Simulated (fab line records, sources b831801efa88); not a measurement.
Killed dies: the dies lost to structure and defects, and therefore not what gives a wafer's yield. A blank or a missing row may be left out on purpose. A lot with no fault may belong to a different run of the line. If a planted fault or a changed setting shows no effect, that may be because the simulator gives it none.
fab line records	flow sfq_line
[record] lots = 5	wafers = 23
route steps=325 shown INCOMING@2 L0V@18 M0@32 I0@47 M1@63 I1@77 M2@93
start_h: the number of hours between the record's first day and the start of the first shown wafer of the lot	wait_h: hours elapsed since this lot's preceding step	" as in the row above	L1.1+2: a single row standing in for several wafers	- either no value or no given start	* or withheld: withheld	< > ~ a bound
route shown NAME@n: names a module that has steps shown in the file, with the first one's number in the route	usual: average and standard deviation across the fault-free wafers	same: alike in all rows	chamber/n: place in a boat	sites: readings site by site	_std_site: the standard deviation of these	_edge_site: mean of outer sites minus mean of inner sites	radius_mm: for every site, how far away it sits from the centre of the wafer	mask NAME#n: copy n	behind: the tool/chamber that last shaped the wafer	hold: reason for holding the lot/hours on hold/outcome of the hold	device: the n, p or np transistor that did not switch	end of line: the tests these same wafers got at the end of their route	a step with no rows: only its recipe	killed: at the first sort, the dies lost to defects and structure; wafer yield is something else	map: a wafer's dies, x killed, . not, _ none there
set.NAME: the run value of the setting; set.NAME@STEP: its run value at that earlier step	model.NAME: the simulator's own value behind a step, which no gauge read
lots whose settings were changed on purpose; a table a step, a row a wafer
[[steps]]
[step SFQ_TRILAYER_INCOMING_OXIDATION_002]
[recipe] temp_c = 1000	ambient = H2O	target_thk_a = 5000	p_h2o_torr = 720	ox_time_s = 4939
lot.wafer	tool	chamber	start_h	wait_h	set.temp_c	model.SiO2_of_TRILAYER_INCOMING_OXIDATION_002.thk_nm
L075.1	-	-	-	0.1	1018	565.6
L075.2	"	-	"	"	1018	564.7
L075.3	"	-	"	"	1018	563.3
L075.5	"	-	"	"	1018	560
L075.6	"	-	"	"	1018	570.3
L077.1	-	-	-	0.1	1014	549.1
L077.2	"	-	"	"	1014	546.2
L077.4	"	-	"	"	1014	548.2
L077.5	"	-	"	"	1014	547.2
L077.6	"	-	"	"	1014	547
L079.2	furnace-02	0	35.12	0.1	1000	515
L079.4	"	0	"	"	1000	509.3
L079.5	"	0	"	"	1000	506.2
L083.1	-	-	-	0.1	982.9	432.5
L083.2+3	"	-	"	"	982.9	442.6
L083.4	"	-	"	"	982.9	443.7
L083.6	"	-	"	"	982.9	445.1
L084.1	-	-	-	0.1	976.5	431.5
L084.2	"	-	"	"	976.5	433.4
L084.3	"	-	"	"	976.5	431.7
L084.4	"	-	"	"	976.5	427.4
L084.5	"	-	"	"	976.5	435.1
[step SFQ_TRILAYER_L0_VIA_LITHO_COAT_013]
[recipe] resist = KrF	spin_rpm = 3000	resist_thk_nm = 650
lot.wafer	tool	chamber	start_h	wait_h	set.resist_thk_nm	model.KrF_of_TRILAYER_L0_VIA_LITHO_COAT_013.thk_nm
L075.1	litho_track-02	0	66.67	0.2	678.3	677.6
L075.2	"	0	"	"	650	650
L075.3	"	0	"	"	678.3	677.2
L075.5	"	0	"	"	650	649.2
L075.6	"	0	"	"	678.3	678.8
L077.1	litho_track-02	0	77.48	0.2	650	649.7
L077.2	"	0	"	"	650	649.5
L077.4	"	0	"	"	650	647
L077.5	"	0	"	"	650	648.8
L077.6	"	0	"	"	650	646.9
L079.2	litho_track-01	0	90.67	0.2	650	650.7
L079.4	"	0	"	"	650	650.4
L079.5	"	0	"	"	650	648.7
L083.1	litho_track-03	0	107.52	0.2	650	649.4
L083.2	"	0	"	"	650	649.5
L083.3	"	0	"	"	650	650.4
L083.4	"	0	"	"	650	647.5
L083.6	"	0	"	"	650	648.9
L084.1	litho_track-03	0	113.52	0.2	683.8	683
L084.2	"	0	"	"	650	650.9
L084.3	"	0	"	"	683.8	683.8
L084.4	"	0	"	"	683.8	684.4
L084.5	"	0	"	"	650	651.7
[step SFQ_TRILAYER_L0_VIA_LITHO_SOFTBAKE_017]
[recipe] temp_c = withheld	time_s = withheld	resist = KrF
[step SFQ_TRILAYER_L0_VIA_LITHO_EXPOSE_014]
[recipe] mask_id = L0V	na = 0.6	source_shape = conventional	sigma_outer = 0.65	target_cd_nm = 700	dose_mj = 21.3
[step SFQ_TRILAYER_L0_VIA_LITHO_DEVELOP_015]
[recipe] time_s = 60	resist = KrF
[step SFQ_TRILAYER_L0_VIA_BARC_OPEN_VIA_ETCH_021]
[recipe] mask_material = PR	chemistry = O2	target_depth_nm = 125	target = BARC	source_w = 500	bias_w = 80	pressure_mtorr = 30	time_s = 42.74
lot.wafer	tool	chamber	start_h	wait_h	set.resist_thk_nm@TRILAYER_L0_VIA_LITHO_COAT_013	model.KrF_of_TRILAYER_L0_VIA_LITHO_COAT_013.thk_nm
L075.1+6	rie_diel-03	1,2	119.67	0.0	678.3	601
L075.2	"	0	"	"	650	573.4
L075.3	"	2	"	"	678.3	599.5
L075.5	"	1	"	"	650	571.9
L077.1	rie_diel-02	0	129.67	0.0	650	574.5
L077.2	"	2	"	"	650	570.8
L077.4	"	3	"	"	650	569.5
L077.5	"	3	"	"	650	571.1
L077.6	"	2	"	"	650	568.3
L079.2	rie_diel-02	0	146.02	0.0	650	574.5
L079.4	"	3	"	"	650	572.2
L079.5	"	0	"	"	650	572.6
L083.1	rie_diel-02	2	165.22	0.0	650	570.5
L083.2+3	"	0,3	"	"	650	573.2
L083.4	"	1	"	"	650	570.4
L083.6	"	0	"	"	650	572.4
L084.1	rie_diel-04	1	170.02	0.0	683.8	607.6
L084.2	"	2	"	"	650	574.9
L084.3	"	0	"	"	683.8	607.7
L084.4	"	3	"	"	683.8	606.8
L084.5	"	0	"	"	650	575.8
[step SFQ_TRILAYER_M0_LITHO_COAT_026]
[recipe] resist = BARC	spin_rpm = 3000	resist_thk_nm = 62
lot.wafer	tool	chamber	start_h	wait_h	set.resist_thk_nm	model.BARC_of_TRILAYER_M0_LITHO_COAT_026.thk_nm
L075.1	litho_track-02	0	120.83	0.1	59.84	59.88
L075.2	"	0	"	"	62	62.35
L075.3	"	0	"	"	59.84	59.96
L075.5	"	0	"	"	59.84	59.89
L075.6	"	0	"	"	62	62
L077.1	litho_track-01	0	130.82	0.1	64.43	64.27
L077.2	"	0	"	"	62	61.68
L077.4	"	0	"	"	64.43	64.48
L077.5	"	0	"	"	62	62.09
L077.6	"	0	"	"	62	61.84
L079.2	litho_track-01	0	147.22	0.1	62	61.99
L079.4	"	0	"	"	62	62.09
L079.5	"	0	"	"	62	62.02
L083.1	litho_track-04	0	166.37	0.1	60.94	61.01
L083.2	"	0	"	"	60.94	60.98
L083.3	"	0	"	"	62	62.02
L083.4	"	0	"	"	62	62.04
L083.6	"	0	"	"	60.94	61
L084.1	litho_track-01	0	171.17	0.1	62	62.03
L084.2	"	0	"	"	62	62.21
L084.3	"	0	"	"	64.01	64.17
L084.4	"	0	"	"	64.01	63.94
L084.5	"	0	"	"	62	62.08
[step SFQ_TRILAYER_M0_LITHO_PEB_024]
[recipe] peb_temp_c = 115	peb_time_s = 60	resist = KrF
lot.wafer	tool	chamber	start_h	wait_h	set.peb_temp_c
L075.1+5+6	litho_track-01	0	173.77	1.0	115
L075.2+3	"	0	"	"	112.8
L077.1+2+4+5+6	litho_track-02	0	182.17	1.0	115
L079.2+4+5	litho_track-02	0	198.99	0.8	115
L083.1+2	litho_track-01	0	216.97	1.0	111.5
L083.3+4+6	"	0	"	"	115
L084.1+3+5	litho_track-01	0	224.17	1.0	116.9
L084.2+4	"	0	"	"	115
[step SFQ_TRILAYER_M0_LITHO_DEVELOP_023]
[recipe] time_s = 60	resist = KrF
[step SFQ_TRILAYER_M0_BARC_OPEN_METAL_ETCH_031]
[recipe] mask_material = PR	chemistry = O2	target_depth_nm = 125	target = BARC	icp_w = 600	bias_w = 80	pressure_mtorr = 10	time_s = 41.7
lot.wafer	tool	chamber	start_h	wait_h	set.resist_thk_nm@TRILAYER_M0_LITHO_COAT_026	set.peb_temp_c@TRILAYER_M0_LITHO_PEB_024	model.M0.cd_nm	model.etch.depth_nm
L075.1	rie_metal-01	1	174.10	0.0	59.84	115	502.2	59.88
L075.2	"	0	"	"	62	112.8	544.1	-
L075.3	"	1	"	"	59.84	112.8	545.5	59.96
L075.5	"	1	"	"	59.84	115	503.6	-
L075.6	"	0	"	"	62	115	500.5	-
L077.1	rie_metal-01	1	182.50	0.0	64.43	115	499.1	-
L077.2	"	1	"	"	62	115	498.3	-
L077.4	"	1	"	"	64.43	115	498.7	64.48
L077.5	"	1	"	"	62	115	499.1	62.09
L077.6	"	1	"	"	62	115	498.2	61.84
L079.2	rie_metal-01	1	199.32	0.0	62	115	498.7	61.99
L079.4	"	1	"	"	62	115	499.7	62.09
L079.5	"	1	"	"	62	115	499.8	62.02
L083.1	rie_metal-02	0	217.30	0.0	60.94	111.5	575.4	-
L083.2	"	1	"	"	60.94	111.5	574.4	-
L083.3	"	1	"	"	62	115	501.5	62.02
L083.4	"	0	"	"	62	115	503	-
L083.6	"	1	"	"	60.94	115	502.3	61
L084.1	rie_metal-02	0	224.50	0.0	62	116.9	470.4	62.03
L084.2	"	1	"	"	62	115	502.1	62.21
L084.3	"	0	"	"	64.01	116.9	470.9	64.17
L084.4	"	1	"	"	64.01	115	502.1	63.94
L084.5	"	1	"	"	62	116.9	469.3	62.08
[step SFQ_TRILAYER_M0_ETCH_METAL_ETCH_024]
[recipe] target = Nb	stop_on = SiO2	mask_material = PR	chemistry = Cl2/Ar	target_depth_nm = 240	icp_w = 600	bias_w = 80	pressure_mtorr = 10	time_s = 120
[usual] oes_product_au = 0.897/0.0061
lot.wafer	tool	chamber	start_h	wait_h	set.time_s	oes_product_au	model.KrF_of_TRILAYER_M0_LITHO_COAT_021.thk_nm
L075.1	rie_metal-01	1	174.16	0.0	120	0.891	384.1
L075.2	"	0	"	"	120	0.893	385.5
L075.3	"	1	"	"	125.4	0.904	376.6
L075.5	"	1	"	"	120	0.897	382.6
L075.6	"	0	"	"	125.4	0.891	378.3
L077.1	rie_metal-01	1	182.62	0.1	120	0.899	378.6
L077.2	"	1	"	"	120	0.894	377.6
L077.4	"	1	"	"	120	0.886	381.1
L077.5	"	1	"	"	120	0.886	380.4
L077.6	"	1	"	"	120	0.909	379.4
L079.2	rie_metal-01	1	199.47	0.1	120	0.901	378.1
L079.4	"	1	"	"	120	0.897	380.8
L079.5	"	1	"	"	120	0.891	378.2
L083.1	rie_metal-02	0	217.36	0.0	104.5	0.977	401.7
L083.2	"	1	"	"	120	0.902	384.7
L083.3	"	1	"	"	104.5	0.969	402.5
L083.4	"	0	"	"	120	0.897	383.9
L083.6	"	1	"	"	120	0.895	386.4
L084.1	rie_metal-02	0	224.56	0.0	120	0.891	379.7
L084.2	"	1	"	"	114.8	0.915	388.7
L084.3	"	0	"	"	114.8	0.913	385.1
L084.4	"	1	"	"	120	0.895	381.8
L084.5	"	1	"	"	114.8	0.911	389.3
[step SFQ_TRILAYER_I0_VIA_LITHO_COAT_036]
[recipe] resist = BARC	spin_rpm = 3000	resist_thk_nm = 62
lot.wafer	tool	chamber	start_h	wait_h	set.resist_thk_nm	model.BARC_of_TRILAYER_I0_VIA_LITHO_COAT_036.thk_nm
L075.1	litho_track-02	0	181.26	1.0	62	61.87
L075.2	"	0	"	"	63.69	63.53
L075.3	"	0	"	"	63.69	63.43
L075.5	"	0	"	"	62	61.74
L075.6	"	0	"	"	63.69	63.46
L077.1	litho_track-03	0	189.66	1.0	62	62.33
L077.2	"	0	"	"	63.34	63.38
L077.4	"	0	"	"	62	62.01
L077.5	"	0	"	"	63.34	63.47
L077.6	"	0	"	"	62	62.08
L079.2+4	litho_track-03	0	206.21	0.8	62	61.98
L079.5	"	0	"	"	62	61.97
L083.1	litho_track-02	0	226.53	1.0	59.48	59.34
L083.2	"	0	"	"	62	61.91
L083.3	"	0	"	"	62	61.64
L083.4	"	0	"	"	59.48	59.33
L083.6	"	0	"	"	59.48	59.25
L084.1	litho_track-04	0	232.53	1.0	62	62.23
L084.2	"	0	"	"	65.36	65.37
L084.3	"	0	"	"	62	62.03
L084.4	"	0	"	"	62	61.86
L084.5	"	0	"	"	65.36	65.42
[step SFQ_TRILAYER_I0_VIA_LITHO_COAT_031]
[recipe] resist = KrF	spin_rpm = 3000	resist_thk_nm = 650
[step SFQ_TRILAYER_I0_VIA_LITHO_SOFTBAKE_035]
[recipe] temp_c = withheld	time_s = withheld	resist = KrF
[step SFQ_TRILAYER_I0_VIA_LITHO_DEVELOP_033]
[recipe] time_s = 60	resist = KrF
[step SFQ_TRILAYER_I0_VIA_BARC_OPEN_VIA_ETCH_046]
[recipe] mask_material = PR	chemistry = O2	target_depth_nm = 125	target = BARC	source_w = 500	bias_w = 80	pressure_mtorr = 30	time_s = 41.7
lot.wafer	tool	chamber	start_h	wait_h	set.resist_thk_nm@TRILAYER_I0_VIA_LITHO_COAT_036	model.etch.depth_nm
L075.1	rie_diel-01	2	245.51	0.0	62	61.87
L075.2+6	"	0,2	"	"	63.69	-
L075.3	"	3	"	"	63.69	63.43
L075.5	"	1	"	"	62	-
L077.1	rie_diel-01	2	255.11	0.0	62	-
L077.2	"	0	"	"	63.34	-
L077.4	"	3	"	"	62	62.01
L077.5	"	3	"	"	63.34	63.47
L077.6	"	0	"	"	62	62.08
L079.2+4	rie_diel-03	2	274.41	0.0	62	61.98
L079.5	"	0	"	"	62	61.97
L083.1+4	rie_diel-03	1,2	301.15	0.0	59.48	-
L083.2	"	0	"	"	62	-
L083.3	"	3	"	"	62	61.64
L083.6	"	0	"	"	59.48	59.25
L084.1	rie_diel-01	0	308.35	0.0	62	62.23
L084.2	"	2	"	"	65.36	65.37
L084.3	"	1	"	"	62	62.03
L084.4	"	0	"	"	62	61.86
L084.5	"	2	"	"	65.36	65.42
[step SFQ_TRILAYER_M1_LITHO_COAT_039]
[recipe] resist = KrF	spin_rpm = 3000	resist_thk_nm = 600
lot.wafer	tool	chamber	start_h	wait_h	set.resist_thk_nm	model.KrF_of_TRILAYER_M1_LITHO_COAT_039.thk_nm
L075.1	litho_track-03	0	247.03	0.2	611.2	608.5
L075.2	"	0	"	"	611.2	608.7
L075.3	"	0	"	"	600	597
L075.5	"	0	"	"	600	598
L075.6	"	0	"	"	600	598.7
L077.1	litho_track-01	0	256.65	0.2	600	602.2
L077.2	"	0	"	"	610.8	609.4
L077.4	"	0	"	"	610.8	611
L077.5	"	0	"	"	600	599.2
L077.6	"	0	"	"	600	601.3
L079.2	litho_track-04	0	276.20	0.2	600	600
L079.4	"	0	"	"	600	600.8
L079.5	"	0	"	"	600	599.4
L083.1	litho_track-04	0	302.68	0.2	600	598.5
L083.2	"	0	"	"	590.8	587.1
L083.3	"	0	"	"	600	599.4
L083.4	"	0	"	"	600	596.9
L083.6	"	0	"	"	590.8	588.2
L084.1	litho_track-03	0	309.88	0.2	600	599.3
L084.2	"	0	"	"	570.2	570.3
L084.3	"	0	"	"	600	599.4
L084.4	"	0	"	"	570.2	570.6
L084.5	"	0	"	"	570.2	569.1
[step SFQ_TRILAYER_M1_BARC_OPEN_METAL_ETCH_054]
[recipe] mask_material = PR	chemistry = O2	target_depth_nm = 125	target = BARC	icp_w = 600	bias_w = 80	pressure_mtorr = 10	time_s = 41.7
lot.wafer	tool	chamber	start_h	wait_h	set.bias_w
L075.1+2+6	rie_metal-02	1,0,1	322.75	0.0	80
L075.3+5	"	0	"	"	87.61
L077.1+2+5	rie_metal-01	0,1,1	332.35	0.0	80
L077.4+6	"	0	"	"	88.21
L079.2+4+5	rie_metal-01	0,1,0	354.78	0.0	80
L083.1+2+4	rie_metal-01	0,1,1	385.78	0.0	80
L083.3+6	"	0	"	"	85.1
L084.1+2	rie_metal-01	1,0	394.18	0.0	80
L084.3+4+5	"	0,1,1	"	"	76.13
[step SFQ_TRILAYER_M1_ETCH_METAL_ETCH_042]
[recipe] target = Nb	stop_on = SiO2	mask_material = PR	chemistry = Cl2/Ar	target_depth_nm = 240	icp_w = 600	bias_w = 80	pressure_mtorr = 10	time_s = 125.7
lot.wafer	tool	chamber	start_h	wait_h	set.resist_thk_nm@TRILAYER_M1_LITHO_COAT_039	model.KrF_of_TRILAYER_M1_LITHO_COAT_039.thk_nm
L075.1	rie_metal-02	1	322.81	0.0	611.2	383.8
L075.2	"	0	"	"	611.2	384.7
L075.3	"	0	"	"	600	371.6
L075.5	"	0	"	"	600	373.2
L075.6	"	1	"	"	600	375.2
L077.1	rie_metal-01	0	332.41	0.0	600	377.6
L077.2	"	1	"	"	610.8	382.5
L077.4	"	0	"	"	610.8	386.7
L077.5	"	1	"	"	600	373.6
L077.6	"	0	"	"	600	376.5
L079.2	rie_metal-01	0	354.84	0.0	600	373.9
L079.4	"	1	"	"	600	373.7
L079.5	"	0	"	"	600	375.1
L083.1	rie_metal-01	0	385.84	0.0	600	376.2
L083.2	"	1	"	"	590.8	359.3
L083.3	"	0	"	"	600	374.4
L083.4	"	1	"	"	600	368.2
L083.6	"	0	"	"	590.8	364.5
L084.1	rie_metal-01	1	394.24	0.0	600	373.5
L084.2	"	0	"	"	570.2	348.2
L084.3	"	0	"	"	600	379
L084.4	"	1	"	"	570.2	343.8
L084.5	"	1	"	"	570.2	342.7
[step SFQ_TRILAYER_I1_VIA_LITHO_COAT_054]
[recipe] resist = BARC	spin_rpm = 3000	resist_thk_nm = 62
lot.wafer	tool	chamber	start_h	wait_h	set.resist_thk_nm	model.BARC_of_TRILAYER_I1_VIA_LITHO_COAT_054.thk_nm
L075.1	litho_track-03	0	334.11	1.0	65.34	65.19
L075.2	"	0	"	"	62	61.91
L075.3	"	0	"	"	62	61.89
L075.5	"	0	"	"	65.34	65.17
L075.6	"	0	"	"	65.34	65.34
L077.1	litho_track-02	0	340.12	1.0	62	61.84
L077.2	"	0	"	"	62	61.94
L077.4	"	0	"	"	62	61.76
L077.5	"	0	"	"	62	61.93
L077.6	"	0	"	"	62	61.95
L079.2	litho_track-03	0	361.16	0.8	62	61.73
L079.4	"	0	"	"	62	61.92
L079.5	"	0	"	"	62	61.9
L083.1	litho_track-03	0	391.14	1.0	62	61.77
L083.2	"	0	"	"	62	61.84
L083.3	"	0	"	"	62	61.91
L083.4	"	0	"	"	62	61.94
L083.6	"	0	"	"	62	61.87
L084.1	litho_track-02	0	400.14	1.0	59.66	59.65
L084.2	"	0	"	"	59.66	59.53
L084.3	"	0	"	"	62	61.96
L084.4	"	0	"	"	62	61.93
L084.5	"	0	"	"	59.66	59.56
[step SFQ_TRILAYER_I1_VIA_BARC_OPEN_VIA_ETCH_071]
[recipe] mask_material = PR	chemistry = O2	target_depth_nm = 125	target = BARC	source_w = 500	bias_w = 80	pressure_mtorr = 30	time_s = 41.7
lot.wafer	tool	chamber	start_h	wait_h	set.source_w	set.resist_thk_nm@TRILAYER_I1_VIA_LITHO_COAT_054	model.KrF_of_TRILAYER_I1_VIA_LITHO_COAT_049.thk_nm	model.etch.depth_nm
L075.1	rie_diel-01	0	416.98	0.0	500	65.34	571.1	65.19
L075.2	"	3	"	"	448.2	62	578.2	-
L075.3	"	1	"	"	500	62	572.2	61.89
L075.5	"	1	"	"	448.2	65.34	576.6	-
L075.6	"	0	"	"	448.2	65.34	575.8	-
L077.1	rie_diel-01	3	426.58	0.0	500	62	573	-
L077.2	"	2	"	"	500	62	574.7	-
L077.4	"	0	"	"	500	62	572	61.76
L077.5	"	0	"	"	500	62	573	61.93
L077.6	"	1	"	"	500	62	572.8	61.95
L079.2	rie_diel-04	0	454.24	0.0	500	62	573.9	61.73
L079.4	"	1	"	"	500	62	572.2	61.92
L079.5	"	0	"	"	500	62	572.9	61.9
L083.1	rie_diel-01	0	489.79	0.0	500	62	572.2	-
L083.2	"	3	"	"	500	62	572.7	-
L083.3	"	1	"	"	532	62	568.1	61.91
L083.4	"	2	"	"	532	62	567.5	-
L083.6	"	1	"	"	500	62	574.3	61.87
L084.1	rie_diel-04	3	498.26	0.0	500	59.66	571.5	59.65
L084.2	"	1	"	"	500	59.66	573.4	59.53
L084.3	"	0	"	"	500	62	573.7	61.96
L084.4	"	2	"	"	500	62	573.9	61.93
L084.5	"	1	"	"	500	59.66	573.6	59.56
[step SFQ_TRILAYER_M2_LITHO_COAT_057]
[recipe] resist = KrF	spin_rpm = 3000	resist_thk_nm = 600
lot.wafer	tool	chamber	start_h	wait_h	set.spin_rpm	model.KrF_of_TRILAYER_M2_LITHO_COAT_057.thk_nm
L075.1	litho_track-02	0	418.51	0.2	3197	581.3
L075.2	"	0	"	"	3197	582
L075.3	"	0	"	"	3197	582.8
L075.5	"	0	"	"	3000	602.2
L075.6	"	0	"	"	3000	599.9
L077.1	litho_track-02	0	428.12	0.2	3000	601.3
L077.2	"	0	"	"	3000	600.3
L077.4	"	0	"	"	3000	600.7
L077.5	"	0	"	"	3082	592.1
L077.6	"	0	"	"	3082	593.1
L079.2	litho_track-02	0	456.43	0.2	3000	601.4
L079.4	"	0	"	"	3000	600.9
L079.5	"	0	"	"	3000	599.9
L083.1	litho_track-04	0	491.31	0.2	3000	602.2
L083.2	"	0	"	"	3000	601.3
L083.3	"	0	"	"	3000	601.1
L083.4+6	"	0	"	"	3000	602.4
L084.1	litho_track-01	0	499.79	0.2	3130	587.6
L084.2+4	"	0	"	"	3000	599.9
L084.3	"	0	"	"	3130	588.6
L084.5	"	0	"	"	3130	587
[[key]]
[split] step = SFQ_TRILAYER_INCOMING_OXIDATION_002	setting = temp_c	stated = 1000	by = lot
[response] step = SFQ_TRILAYER_INCOMING_OXIDATION_002	reading = model.SiO2_of_TRILAYER_INCOMING_OXIDATION_002.thk_nm	change = +32.8	per = 1%	r = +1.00
[split] step = SFQ_TRILAYER_L0_VIA_LITHO_COAT_013	setting = resist_thk_nm	stated = 650	by = wafer
[response] step = SFQ_TRILAYER_L0_VIA_LITHO_COAT_013	reading = model.KrF_of_TRILAYER_L0_VIA_LITHO_COAT_013.thk_nm	change = +6.34	per = 1%	r = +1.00
[response] step = SFQ_TRILAYER_L0_VIA_BARC_OPEN_VIA_ETCH_021	reading = model.KrF_of_TRILAYER_L0_VIA_LITHO_COAT_013.thk_nm	change = +6.25	per = 1%	r = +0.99
[split] step = SFQ_TRILAYER_M0_LITHO_COAT_026	setting = resist_thk_nm	stated = 62	by = wafer
[response] step = SFQ_TRILAYER_M0_LITHO_COAT_026	reading = model.BARC_of_TRILAYER_M0_LITHO_COAT_026.thk_nm	change = +0.631	per = 1%	r = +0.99
[response] step = SFQ_TRILAYER_M0_BARC_OPEN_METAL_ETCH_031	reading = model.etch.depth_nm	change = +0.618	per = 1%	r = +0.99
[split] step = SFQ_TRILAYER_M0_LITHO_PEB_024	setting = peb_temp_c	stated = 115	by = wafer
[response] step = SFQ_TRILAYER_M0_BARC_OPEN_METAL_ETCH_031	reading = model.M0.cd_nm	change = -22.7	per = 1%	r = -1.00
[split] step = SFQ_TRILAYER_M0_ETCH_METAL_ETCH_024	setting = time_s	stated = 120	by = wafer
[response] step = SFQ_TRILAYER_M0_ETCH_METAL_ETCH_024	reading = oes_product_au	change = -0.00504	per = 1%	r = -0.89
[response] step = SFQ_TRILAYER_M0_ETCH_METAL_ETCH_024	reading = model.KrF_of_TRILAYER_M0_LITHO_COAT_021.thk_nm	change = -1.37	per = 1%	r = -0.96
[split] step = SFQ_TRILAYER_I0_VIA_LITHO_COAT_036	setting = resist_thk_nm	stated = 62	by = wafer
[response] step = SFQ_TRILAYER_I0_VIA_LITHO_COAT_036	reading = model.BARC_of_TRILAYER_I0_VIA_LITHO_COAT_036.thk_nm	change = +0.613	per = 1%	r = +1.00
[response] step = SFQ_TRILAYER_I0_VIA_BARC_OPEN_VIA_ETCH_046	reading = model.etch.depth_nm	change = +0.614	per = 1%	r = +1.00
[split] step = SFQ_TRILAYER_M1_LITHO_COAT_039	setting = resist_thk_nm	stated = 600	by = wafer
[response] step = SFQ_TRILAYER_M1_LITHO_COAT_039	reading = model.KrF_of_TRILAYER_M1_LITHO_COAT_039.thk_nm	change = +5.89	per = 1%	r = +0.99
[response] step = SFQ_TRILAYER_M1_ETCH_METAL_ETCH_042	reading = model.KrF_of_TRILAYER_M1_LITHO_COAT_039.thk_nm	change = +6.19	per = 1%	r = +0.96
[split] step = SFQ_TRILAYER_M1_BARC_OPEN_METAL_ETCH_054	setting = bias_w	stated = 80	by = wafer
response none clear
[split] step = SFQ_TRILAYER_I1_VIA_LITHO_COAT_054	setting = resist_thk_nm	stated = 62	by = wafer
[response] step = SFQ_TRILAYER_I1_VIA_LITHO_COAT_054	reading = model.BARC_of_TRILAYER_I1_VIA_LITHO_COAT_054.thk_nm	change = +0.621	per = 1%	r = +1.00
[response] step = SFQ_TRILAYER_I1_VIA_BARC_OPEN_VIA_ETCH_071	reading = model.etch.depth_nm	change = +0.62	per = 1%	r = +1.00
[split] step = SFQ_TRILAYER_I1_VIA_BARC_OPEN_VIA_ETCH_071	setting = source_w	stated = 500	by = wafer
[response] step = SFQ_TRILAYER_I1_VIA_BARC_OPEN_VIA_ETCH_071	reading = model.KrF_of_TRILAYER_I1_VIA_LITHO_COAT_049.thk_nm	change = -0.591	per = 1%	r = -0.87
[split] step = SFQ_TRILAYER_M2_LITHO_COAT_057	setting = spin_rpm	stated = 3000	by = wafer
[response] step = SFQ_TRILAYER_M2_LITHO_COAT_057	reading = model.KrF_of_TRILAYER_M2_LITHO_COAT_057.thk_nm	change = -2.88	per = 1%	r = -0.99
